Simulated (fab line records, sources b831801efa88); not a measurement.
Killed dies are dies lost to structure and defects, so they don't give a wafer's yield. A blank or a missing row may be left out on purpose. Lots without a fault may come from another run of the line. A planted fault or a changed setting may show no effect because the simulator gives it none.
Which tool did it? | flow sky130 | 13 lots, 38 wafers sampled, at 5 steps of a route of 708

WHAT THE GAUGES READ, wafer by wafer
SKY_POLY_GATE_CD_MEAS_22. Usual: cd_nm 149.9 nm, standard deviation 2.3.
lot  | measured     | on        | cd_nm (nm)        | flag
L119 | day 16 22:16 | cd_sem-01 | 149.7 148.0 146.0 |
L120 | day 17 00:56 | cd_sem-01 | 152.1 153.3 153.9 |
L122 | day 17 12:22 | cd_sem-02 | 150.4 153.2 149.5 |
L124 | day 18 11:26 | cd_sem-02 | 150.1 150.3 147.7 |
L126 | day 19 03:47 | cd_sem-01 | 150.3 149.8 154.0 |
L128 | day 19 19:57 | cd_sem-01 | 148.9 148.6 148.5 |
L129 | day 20 16:17 | cd_sem-02 | 148.4 149.0 150.9 |
L130 | day 21 07:26 | cd_sem-02 | 150.1 148.5 148.1 |
L131 | day 21 13:27 | cd_sem-01 | 147.8 151.4 148.7 |
L135 | day 22 16:04 | cd_sem-01 | 150.5 150.6       |
L139 | day 23 14:46 | cd_sem-02 | 150.1 149.8 151.5 |
L141 | day 24 05:25 | cd_sem-01 | 148.7 146.6 147.2 |
L142 | day 24 15:49 | cd_sem-01 | 146.0 151.1 147.3 |

SKY_LDD_P_TW_MEAS_11. Usual: LDD_P_TW 636.3, standard deviation 2.9.
lot  | measured     | on            | LDD_P_TW          | flag
L119 | day 19 11:43 | film_metro-04 | 630.3 631.4 631.3 |
L120 | day 19 13:40 | film_metro-03 | 636.3 636.4 638.2 |
L122 | day 20 02:40 | film_metro-04 | 635.4 635.3 636.8 |
L124 | day 21 02:04 | film_metro-03 | 636.5 636.8 637.4 |
L126 | day 21 18:54 | film_metro-01 | 639.8 635.2 633.3 |
L128 | day 22 11:22 | film_metro-04 | 636.8 634.6 636.0 |
L129 | day 23 07:00 | film_metro-04 | 638.0 632.0 635.4 |
L130 | day 23 21:07 | film_metro-04 | 629.9 635.1 633.6 |
L131 | day 24 02:34 | film_metro-01 | 634.7 633.7 637.1 |
L135 | day 25 04:43 | film_metro-04 | 591.7 634.6       | OFF
L139 | day 26 02:26 | film_metro-04 | 636.0 634.6 636.3 |
L141 | day 26 18:25 | film_metro-01 | 633.4 635.3 637.8 |
L142 | day 27 05:03 | film_metro-03 | 640.8 640.0 637.2 |

SKY_LDD_HVP_OVL_MEAS_07. Usual: LDD_HVP_OVL 0.4 nm, standard deviation 1.3.
lot  | measured     | on         | LDD_HVP_OVL (nm) | flag
L119 | day 22 01:18 | overlay-01 | -0.4 1.0 0.7     |
L120 | day 22 03:22 | overlay-01 | 1.0 -0.6 -1.1    |
L122 | day 22 15:39 | overlay-01 | 0.9 -1.8 -2.9    |
L124 | day 23 14:24 | overlay-01 | 0.3 -1.9 -2.3    |
L126 | day 24 07:32 | overlay-01 | -0.7 0.8 -1.4    |
L128 | day 24 23:10 | overlay-02 | 2.0 -0.2 0.2     |
L129 | day 25 17:40 | overlay-02 | 2.7 0.7 0.2      |
L130 | day 26 08:40 | overlay-01 | 1.3 -0.1 0.1     |
L131 | day 26 14:16 | overlay-01 | -0.2 1.5 0.4     |
L135 | day 27 15:14 | overlay-02 | -0.5 2.5         |
L139 | day 28 11:30 | overlay-01 | 0.8 1.1 -1.3     |
L141 | day 29 04:01 | overlay-01 | 2.2 -0.3 -0.2    |
L142 | day 29 12:20 | overlay-02 | 2.2 1.8 2.6      |

SKY_LDD_HVP_TW_MEAS_10. Usual: LDD_HVP_TW 455.2, standard deviation 2.7.
lot  | measured     | on            | LDD_HVP_TW        | flag
L119 | day 22 01:35 | film_metro-02 | 453.1 453.3 451.4 |
L120 | day 22 03:39 | film_metro-02 | 453.0 453.4 454.8 |
L122 | day 22 15:56 | film_metro-04 | 455.0 459.1 454.6 |
L124 | day 23 14:41 | film_metro-01 | 459.6 457.0 456.6 |
L126 | day 24 07:49 | film_metro-02 | 454.0 450.8 451.1 |
L128 | day 24 23:28 | film_metro-01 | 458.4 457.1 457.0 |
L129 | day 25 17:57 | film_metro-02 | 450.2 451.5 449.3 |
L130 | day 26 08:58 | film_metro-02 | 453.4 451.2 452.2 |
L131 | day 26 14:33 | film_metro-01 | 455.7 459.2 454.7 |
L135 | day 27 15:31 | film_metro-01 | 458.2 460.6       |
L139 | day 28 11:47 | film_metro-02 | 457.2 455.1 453.7 |
L141 | day 29 04:18 | film_metro-01 | 456.7 456.0 457.0 |
L142 | day 29 12:37 | film_metro-04 | 456.5 458.8 460.4 |

WHICH TOOL RAN EACH LOT (tool, then ch and the chambers of the sampled wafers, then the start)
lot  | SKY_LDD_P_IMPLANT_09
L119 | implanter-01 ch 0, day 19 11:28
L120 | implanter-02 ch 0, day 19 13:26
L122 | implanter-01 ch 0, day 20 02:16
L124 | implanter-01 ch 0, day 21 01:49
L126 | implanter-02 ch 0, day 21 18:40
L128 | implanter-01 ch 0, day 22 11:10
L129 | implanter-01 ch 0, day 23 06:45
L130 | implanter-01 ch 0, day 23 20:53
L131 | implanter-03 ch 0, day 24 02:19
L135 | implanter-01 ch 0, day 25 04:28
L139 | implanter-02 ch 0, day 26 02:11
L141 | implanter-02 ch 0, day 26 18:10
L142 | implanter-02 ch 0, day 27 04:49
- SKY_LDD_P_IMPLANT_09

WHAT THE TOOLS THEMSELVES READ (means of the sampled wafers that have a number; where no wafer has one, the mark that the record gives instead)
SKY_LDD_P_IMPLANT_09. Usual: faraday_current_uA 56.4, standard deviation 0.99.
lot  | tool         | faraday_current_uA | flag
L119 | implanter-01 | 57.0               |
L120 | implanter-02 | 56.4               |
L122 | implanter-01 | 56.6               |
L124 | implanter-01 | 56.0               |
L126 | implanter-02 | 56.4               |
L128 | implanter-01 | 56.8               |
L129 | implanter-01 | 56.4               |
L130 | implanter-01 | 57.0               |
L131 | implanter-03 | 54.3               |
L135 | implanter-01 | 56.9               |
L139 | implanter-02 | 56.7               |
L141 | implanter-02 | 56.3               |
L142 | implanter-02 | 55.7               |

THE ANSWER, worked out from the rows above alone
Rule: a lot is off if the mean of its wafers that have a number lies more than 3 standard deviations from the usual mean. A lot without any number at a reading at which 4 lots or more have one is off too. The other lots that the step has rows for count as sound. The gauges are gone through in route order, then the tools' own readings, and for those a lot's mean is taken as printed above. The first step at which some lot is off is used, and at that step the reading that is off furthest; a lot without a number counts as furthest.
Off: L135, at SKY_LDD_P_TW_MEAS_11 (LDD_P_TW).
A tool fits if, at a process step before that reading, it ran every lot that is off, and no sound lot after the first of them. The gauges at SKY_LDD_P_TW_MEAS_11 are tried like those tools. One fits: implanter-01 at SKY_LDD_P_IMPLANT_09. Its last sound lot is L130 (day 23 20:53), its first lot that is off L135 (day 25 04:28): a fault that began between those two fits.

WHAT THE SIMULATOR HAD PUT IN
Process parameter drift: implanter-01, from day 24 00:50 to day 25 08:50, at SKY_LDD_P_IMPLANT_09. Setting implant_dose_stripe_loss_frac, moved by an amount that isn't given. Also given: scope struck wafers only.
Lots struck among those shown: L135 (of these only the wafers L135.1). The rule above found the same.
